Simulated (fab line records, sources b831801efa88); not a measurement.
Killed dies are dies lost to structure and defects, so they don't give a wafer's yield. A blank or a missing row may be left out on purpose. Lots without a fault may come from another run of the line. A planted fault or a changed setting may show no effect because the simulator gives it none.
One fault seen from 2 desks | flow sky130 | each desk has only its own numbers; what lay behind them comes last

THE METROLOGY DESK
What the gauges read, lot by lot, whatever tool the lot ran on: means of the sampled wafers that have a number. A lot is out of limits, marked OUT, if its mean lies more than 4 standard deviations from the usual mean; the brackets give that distance.
Columns: A = LDD_P_TW at SKY_LDD_P_TW_MEAS_11, usual 635
lot  | first seen here | A
L464 | day 19 00:05    | 635
L466 | day 19 10:03    | 636
L467 | day 20 03:46    | 637
L469 | day 21 13:04    | 630
L468 | day 21 21:59    | 631
L472 | day 22 08:53    | 645
L477 | day 23 23:47    | 626
L478 | day 24 02:11    | 633
L484 | day 26 01:23    | 633
L485 | day 27 04:03    | 644
L486 | day 27 05:14    | 626
This desk's finding: nothing out of limits on any of the 11 lots.

THE TOOL OWNER'S DESK: litho_track-02
The tool's own readings at SKY_SD_N_SOFTBAKE_03 (time 60 s): means of the sampled wafers that have a number, for each lot that ran on this tool. A lot is out of limits, marked OUT, if its mean lies more than 4 standard deviations from the usual mean; the brackets give that distance.
Columns: A = heater_power_total_W at SKY_SD_N_SOFTBAKE_03, usual 56.60 W; B = plate_temp_C at SKY_SD_N_SOFTBAKE_03, usual 89.98 C
lot  | first seen here | A               | B
L466 | day 27 13:05    | 56.63           | 90.04
L468 | day 29 22:19    | 56.60           | 90.08
L477 | day 31 21:43    | 59.98 (+73) OUT | 93.90 (+30) OUT
L478 | day 31 23:19    | 59.93 (+72) OUT | 93.90 (+30) OUT
This desk's finding: out of limits on L477, L478; first on L477, day 31 21:43 (heater_power_total_W at SKY_SD_N_SOFTBAKE_03). In limits: L466, L468.

PUT TOGETHER
The tool owner's desk could have raised an alarm at day 31 21:43, on L477, L478.
The metrology desk saw nothing out of limits.
The metrology desk has L477, L478 on record, within its limits.
Of the lots named, all ran SKY_SD_N_SOFTBAKE_03 on litho_track-02.

WHAT THE SIMULATOR HAD PUT IN
Process parameter drift: litho_track-02, from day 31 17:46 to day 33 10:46, at SKY_SD_N_SOFTBAKE_03. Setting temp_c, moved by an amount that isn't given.
Lots struck among those shown: L477, L478.
Hours from the fault's start to each desk's first reading out of limits: the tool owner's desk, 4.
